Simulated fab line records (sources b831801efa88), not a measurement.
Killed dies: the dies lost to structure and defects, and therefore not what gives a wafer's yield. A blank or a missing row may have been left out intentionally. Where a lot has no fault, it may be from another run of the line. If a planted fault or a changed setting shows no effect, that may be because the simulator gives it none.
Struck lot and sound lot, side by side ; flow gf180mcu ; 20 out of 602 route steps
Sound: these wafers, L547.1, L547.4, L547.6. Struck: wafer L545.5; the same lot's L545.2 was not struck, so it is left out; see the end for the cause.
Each step with rows lists, per side, the tool, then ch with its chambers, then its first start. Under that, the readings that differ: sound wafers ; struck wafers ; difference of the means ; sigmas: that difference in standard deviations of wafers without a fault.
alike: a reading whose means differ by less than 2 such deviations, as well as words and numbers matching on both sides. not compared: withheld readings; readings where some wafer has no value; bounds like >300 that might hide an equal value; numbers whose values overlap and for which the record gives no deviation.
Wherever a step has rows on one side only, a row that says differs or no value, or a row with sigmas, the two part there. Non-overlapping numbers with no deviation appear without sigmas and do not part them. Lack of a reading on every wafer of one side parts them only where that side has two or more wafers.

first, 1 step without rows for these wafers: GF_V2_CMP_26 (polishes, stops on SiO2, t overpolish 15 s, target thk 0 nm).
GF_M3_SPUTTER_00: material Ti, target thk 37.5 nm, time 150 s.
  sound: pvdSputter-03 at day 26 22:05; struck: pvdSputter-03 at day 26 08:09
  alike: throttleValvePct
GF_M3_SPUTTER_01: material TiN, target thk 30 nm, time 25 s.
  sound: pvdSputter-03 at day 26 22:11; struck: pvdSputter-03 at day 26 08:15
  alike: throttleValvePct
GF_M3_SPUTTER_02: material AlCu, target thk 450 nm, time 23.9 s.
  sound: pvdSputter-03 at day 26 22:13; struck: pvdSputter-03 at day 26 08:17
  alike: throttleValvePct
GF_M3_SPUTTER_03: material Ti, target thk 10 nm, time 6.7 s.
  sound: pvdSputter-03 at day 26 22:15; struck: pvdSputter-03 at day 26 08:19
  alike: throttleValvePct
then, 1 step without rows for these wafers: GF_M3_SPUTTER_04 (material TiN, target thk 50 nm, time 41.7 s).
GF_M3_RS_MEAS_05: the measuring method here is four-point-probe.
  sound: filmMetro-03 at day 26 22:19; struck: filmMetro-03 at day 26 08:23
  alike: M3_ALCU_RS
GF_M3_THK_MEAS_06: measures by xrf.
  sound: filmMetro-03 at day 26 22:26; struck: filmMetro-03 at day 26 08:30
  alike: M3_ALCU_THK
then, 4 steps without rows for these wafers: GF_M3_DEHYDRATE_07 (time 60 s); GF_M3_HMDS_08 (prime time 60 s); GF_M3_COAT_09 (resist thk 1000 nm); GF_M3_SOFTBAKE_10 (time 60 s).
GF_M3_EXPOSE_11: exposes mask Metal3, target cd 280 nm.
  sound on krfScanner-01 ch 0, day 27 08:54; struck on krfScanner-02 ch 0, day 26 18:43
  alike: mask
then, 2 steps without rows for these wafers: GF_M3_PEB_12 (peb time 90 s); GF_M3_DEVELOP_13 (develop time 60 s).
GF_M3_CD_MEAS_14: target cd 280 nm.
  sound: cdSem-02 at day 27 18:34; struck: cdSem-01 at day 27 05:32
reading;sound;struck;difference;sigmas
cdNm (nm);279.0 279.2 277.1;212.0;-66.4;-55
GF_M3_OVL_MEAS_15:
  sound: overlay-01 at day 27 18:41; struck: overlay-01 at day 27 05:38
  alike: M3_OVL
GF_M3_METAL_ETCH_16: etches the open film in Cl2/BCl3, stops on SiO2, target depth 750.8 nm, time 125.1 s.
  sound on rieMetal-03 ch 1, day 27 18:43; struck on rieMetal-03 ch 1, day 27 05:40
reading;sound;struck;difference;sigmas
model.M3.cdNm (nm);275.6 276.3 277.8;207.9;-68.7;
  alike: drypumpMotorCurrentA, oesProductAu, throttleValvePct
  not compared: rfHoursCounterH
GF_M3_STRIP_17: strips in O2/N2.
  sound on plasmaAsher-01 ch 0,1, day 27 18:58; struck on plasmaAsher-01 ch 0, day 27 05:47
  alike: drypumpMotorCurrentA, heaterPowerW, oesProductAu, stripTimeToEndpointS
  not compared: rfHoursCounterH
-- the record jumps here: 7 days lie between the struck wafers' starts before and after (it left off in module M3 and takes up again in module PASSIVATION, whose first step shown is number 602 of the route) --
GF_PASSIVATION_PROBE_99:
  rows exist in the record for the struck wafers here (prober-01, day 33 19:53), but not for the sound ones

== WHERE THEY PART ==
First at GF_M3_CD_MEAS_14; last, within this record, at GF_PASSIVATION_PROBE_99.

WHY: what had been put in by the simulator
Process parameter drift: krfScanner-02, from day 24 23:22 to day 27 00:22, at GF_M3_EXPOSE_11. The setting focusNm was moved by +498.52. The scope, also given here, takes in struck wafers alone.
